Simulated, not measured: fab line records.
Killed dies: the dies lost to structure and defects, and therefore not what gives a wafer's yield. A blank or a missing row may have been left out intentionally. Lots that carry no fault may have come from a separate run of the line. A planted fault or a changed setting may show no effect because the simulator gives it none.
Commonality check across tools	flow sky130	39 wafers sampled across 13 lots

WHAT PROMPTED THE OPENING
SKY_SD_N_TW_MEAS_12, reading SD_N_TW: flagged on 1 of 13 lots. No-fault wafers: 3968, standard deviation 23.
Rule: a lot gets a flag if all its wafers with a number sit over 4 standard deviations from that mean, or if no wafer of it has a number. All remaining lots are regarded as sound.

lot	measured	on	SD_N_TW, wafer by wafer	flag
L918	day 28 10:50	filmMetro-02	3981 3975 3962	
L919	day 28 13:44	filmMetro-04	3965 3951 3960	
L920	day 28 23:23	filmMetro-04	3951 3971 3954	
L921	day 29 03:38	filmMetro-03	30 30 30	FLAGGED
L922	day 30 08:40	filmMetro-04	3929 3932 3933	
L933	day 33 07:40	filmMetro-03	3983 3952 3964	
L935	day 34 01:05	filmMetro-03	4017 4018 4009	
L934	day 34 03:13	filmMetro-02	3957 3989 3977	
L936	day 34 06:35	filmMetro-02	3987 3987 3972	
L937	day 35 06:53	filmMetro-02	3936 3965 3948	
L939	day 35 09:25	filmMetro-02	3970 3955 3970	
L938	day 35 10:24	filmMetro-04	3947 3981 3951	
L940	day 35 14:11	filmMetro-03	3989 3988 3965	
Flagged lots average 30: -3938 relative to the usual, that is -99 or more standard deviations.

LOT BY LOT: THE TOOL USED
2 process steps preceding the reading are held in the record, out of 708 steps in the route. Cell contents, in order: the tool; ch with the chambers the sampled wafers went through; the start.
lot	flag	SKY_RES_XHIGH_STRIP_08	SKY_SD_N_STRIP_11
L918		plasmaAsher-01 ch 0,1, day 27 06:12	plasmaAsher-01 ch 0,1, day 28 10:44
L919		plasmaAsher-01 ch 0, day 27 09:12	plasmaAsher-03 ch 0,1, day 28 13:37
L920		plasmaAsher-03 ch 0,1, day 27 18:04	plasmaAsher-03 ch 0,1, day 28 23:17
L921	FLAGGED	plasmaAsher-03 ch 0,1, day 27 23:16	plasmaAsher-01 ch 0,1, day 29 03:32
L922		plasmaAsher-01 ch 0,1, day 29 04:01	plasmaAsher-03 ch 0,1, day 30 08:34
L933		plasmaAsher-04 ch 0,1, day 32 04:39	plasmaAsher-02 ch 0,1, day 33 07:34
L935		plasmaAsher-03 ch 0,1, day 32 21:25	plasmaAsher-03 ch 0,1, day 34 00:58
L934		plasmaAsher-03 ch 0,1, day 32 23:51	plasmaAsher-02 ch 0,1, day 34 03:07
L936		plasmaAsher-04 ch 0,1, day 33 03:31	plasmaAsher-02 ch 0,1, day 34 06:29
L937		plasmaAsher-01 ch 0,1, day 34 04:06	plasmaAsher-01 ch 0,1, day 35 06:46
L939		plasmaAsher-03 ch 0,1, day 34 07:15	plasmaAsher-03 ch 0,1, day 35 09:19
L938		plasmaAsher-04 ch 0,1, day 34 07:54	plasmaAsher-01 ch 0,1, day 35 10:19
L940		plasmaAsher-03 ch 0,1, day 34 11:16	plasmaAsher-01 ch 0,1, day 35 14:04
What these steps do:
- SKY_RES_XHIGH_STRIP_08: strips in O2/N2.
- SKY_SD_N_STRIP_11: strips in O2/N2.
- SKY_SD_N_TW_MEAS_12

FLAGGED AGAINST TOTAL, ONE TOOL AT A TIME (gauges that did the reading follow at the end)
step	tool	lots run	flagged	share of the flagged lots	sound lots run after its first flagged lot
SKY_RES_XHIGH_STRIP_08	plasmaAsher-01	4	0	none	-
SKY_RES_XHIGH_STRIP_08	plasmaAsher-03	6	1	all	4 (L935,L934,L939,L940)
SKY_RES_XHIGH_STRIP_08	plasmaAsher-04	3	0	none	-
SKY_SD_N_STRIP_11	plasmaAsher-01	5	1	all	3 (L937,L938,L940)
SKY_SD_N_STRIP_11	plasmaAsher-02	3	0	none	-
SKY_SD_N_STRIP_11	plasmaAsher-03	5	0	none	-
SKY_SD_N_TW_MEAS_12	filmMetro-02	5	0	none	-
SKY_SD_N_TW_MEAS_12	filmMetro-03	4	1	all	3 (L933,L935,L940)
SKY_SD_N_TW_MEAS_12	filmMetro-04	4	0	none	-

WHAT THE TABLE PERMITS
In the table, 3 rows ran each flagged lot (plasmaAsher-03 at SKY_RES_XHIGH_STRIP_08; plasmaAsher-01 at SKY_SD_N_STRIP_11; filmMetro-03 at SKY_SD_N_TW_MEAS_12).
- plasmaAsher-03 at SKY_RES_XHIGH_STRIP_08 ran 6 lots, 1 of them flagged. Lots that were sound ran on it after the first flagged one (L935, L934, L939, L940); a persistent fault on the entire tool would not allow that. Its own readings lie more than 4 standard deviations out on every wafer of the flagged lots: oesProductAu.
- plasmaAsher-01 at SKY_SD_N_STRIP_11 ran 5 lots, 1 of them flagged. Lots that were sound ran on it after the first flagged one (L937, L938, L940); a persistent fault on the entire tool would not allow that. Its own readings lie more than 4 standard deviations out on every wafer of the flagged lots: oesProductAu, stripTimeToEndpointS.
- filmMetro-03 at SKY_SD_N_TW_MEAS_12 ran 4 lots, 1 of them flagged. Lots that were sound ran on it after the first flagged one (L933, L935, L940); a persistent fault on the entire tool would not allow that.
No row of the table ran every flagged lot and no sound lot after the first.

WHAT HAD BEEN PUT IN BY THE SIMULATOR
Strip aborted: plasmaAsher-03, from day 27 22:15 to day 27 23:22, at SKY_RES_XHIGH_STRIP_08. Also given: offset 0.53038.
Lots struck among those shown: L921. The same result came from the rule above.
